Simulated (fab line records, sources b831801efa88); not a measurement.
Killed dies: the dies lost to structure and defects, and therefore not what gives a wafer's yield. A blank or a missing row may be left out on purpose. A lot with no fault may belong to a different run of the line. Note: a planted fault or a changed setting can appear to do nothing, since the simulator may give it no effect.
2 desks looking at one fault | flow gf180mcu | numbers are kept per desk, each desk with only its own; the story behind them comes last

== DESK OF THE TOOL OWNER: pvd-sputter-04 ==
The tool's own readings at GF_V5_SPUTTER_21 (material Ti, target thk 15 nm, time 80.02 s): means of the sampled wafers that have a number, for each lot that ran on this tool. A lot is out of limits, marked OUT, if its mean lies more than 4 standard deviations from the usual mean; the brackets give that distance.
Columns: A = throttle-valve-pct at GF_V5_SPUTTER_21, usual 30.1 %
lot  | first seen here | A
L485 | day 28 19:40    | 27.9
L486 | day 29 11:05    | 29.1
L491 | day 30 14:34    | 29.0
L492 | day 30 23:31    | 28.9
L493 | day 31 08:14    | 30.7
L494 | day 31 13:16    | 28.9
L496 | day 32 00:44    | 29.9
This desk's verdict: no lot among the 7 shows anything out of limits.

== METROLOGY DESK ==
What the gauges read, lot by lot, whatever tool the lot ran on: means of the sampled wafers that have a number. A lot is out of limits, marked OUT, if its mean lies more than 4 standard deviations from the usual mean; the brackets give that distance.
Columns: A = V5_OVL at GF_V5_OVL_MEAS_15, usual -2 nm; B = V5_W_RS at GF_V5_RS_MEAS_24, usual 0.326 ohm/sq; C = V5_W_THK at GF_V5_THK_MEAS_25, usual 335 nm
lot  | first seen here | A   | B     | C
L484 | day 28 16:00    | 8   | 0.327 | 335
L485 | day 28 18:53    | -7  | 0.329 | 335
L487 | day 29 09:59    | -4  | 0.327 | 338
L486 | day 29 10:20    | 3   | 0.322 | 342
L489 | day 29 22:40    | 1   | 0.322 | 340
L490 | day 30 10:33    | -6  | 0.329 | 332
L491 | day 30 13:50    | -12 | 0.325 | 338
L492 | day 30 22:44    | -7  | 0.329 | 333
L493 | day 31 07:29    | -12 | 0.322 | 340
L494 | day 31 12:32    | 2   | 0.327 | 335
L495 | day 31 14:35    | -7  | 0.322 | 340
L496 | day 31 23:59    | -3  | 0.325 | 336
L497 | day 32 07:58    | -3  | 0.330 | 331
L503 | day 33 09:29    | -3  | 0.324 | 337
This desk's verdict: no lot among the 14 shows anything out of limits.

== BROUGHT TOGETHER ==
Nothing out of limits was seen by the tool owner's desk.
Metrology desk: nothing out of limits seen.

== WHAT THE SIMULATOR HAD PUT IN ==
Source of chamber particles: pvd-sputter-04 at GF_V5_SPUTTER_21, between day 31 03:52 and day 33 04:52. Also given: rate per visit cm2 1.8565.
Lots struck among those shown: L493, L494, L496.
